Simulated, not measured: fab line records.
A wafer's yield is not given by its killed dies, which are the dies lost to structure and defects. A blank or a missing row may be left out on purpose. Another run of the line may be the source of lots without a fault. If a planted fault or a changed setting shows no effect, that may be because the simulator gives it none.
The same fault as seen by 2 desks ; flow gf180mcu ; each desk holds nothing but its own numbers, with what lay behind them at the end

== TOOL OWNER'S DESK, pecvd-04 ==
The tool's own readings at GF_V3_CVD_02 (deposits SiO2 from TEOS, target thk 850 nm, time 94.851 s): means of the sampled wafers that have a number, for each lot that ran on this tool. A lot is out of limits, marked OUT, if its mean lies more than 4 standard deviations from the usual mean; the brackets give that distance.
Columns: A = heater power w at GF_V3_CVD_02, usual 606 W; B = rf fwd power W at GF_V3_CVD_02, usual 596.1 W
lot;first seen here;A;B
L664;day 22 08:07;592;597.1
L665;day 22 12:25;633;595.4
L667;day 23 13:02;764;597.2
L668;day 23 17:10;738;596.4
L669;day 23 22:55;596;595.6
L678;day 27 10:55;545;595.4
This desk found nothing out of limits on any of the 6 lots.

== METROLOGY DESK ==
Lot by lot, what the gauges showed, no matter which tool ran the lot: averages of those sampled wafers that carry a number. A lot is out of limits, marked OUT, if its mean lies more than 4 standard deviations from the usual mean; the brackets give that distance.
Columns: A = V3_CVD_02_THK at GF_V3_THK_MEAS_03, usual 846 nm
lot;first seen here;A
L663;day 21 19:31;809
L664;day 22 08:11;851
L665;day 22 12:29;840
L667;day 23 13:08;1080 (+19) OUT
L668;day 23 17:14;1148 (+25) OUT
L669;day 23 22:58;1075 (+19) OUT
L676;day 27 01:40;858
L678;day 27 11:00;851
L679;day 27 13:53;841
L680;day 27 18:58;848
L684;day 28 18:14;852
L685;day 29 07:08;835
This desk's finding: out of limits on L667, L668, L669; first on L667, day 23 13:08 (V3_CVD_02_THK at GF_V3_THK_MEAS_03). In limits: L663, L664, L665, L676, L678, L679, L680, L684, L685.

== BROUGHT TOGETHER ==
On L667, L668, L669, the metrology desk was in a position to raise an alarm at day 23 13:08.
Nothing out of limits was seen by the tool owner's desk.
On record at the tool owner's desk: L667, L668, L669, within its limits.
On pecvd-04, each named lot ran GF_V3_CVD_02.

== WHAT HAD BEEN PUT IN BY THE SIMULATOR ==
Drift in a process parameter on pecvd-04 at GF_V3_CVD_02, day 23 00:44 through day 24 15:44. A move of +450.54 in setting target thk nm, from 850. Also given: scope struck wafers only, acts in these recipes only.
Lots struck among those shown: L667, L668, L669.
Delay in hours, fault start to first out-of-limits reading, per desk: metrology desk 12.
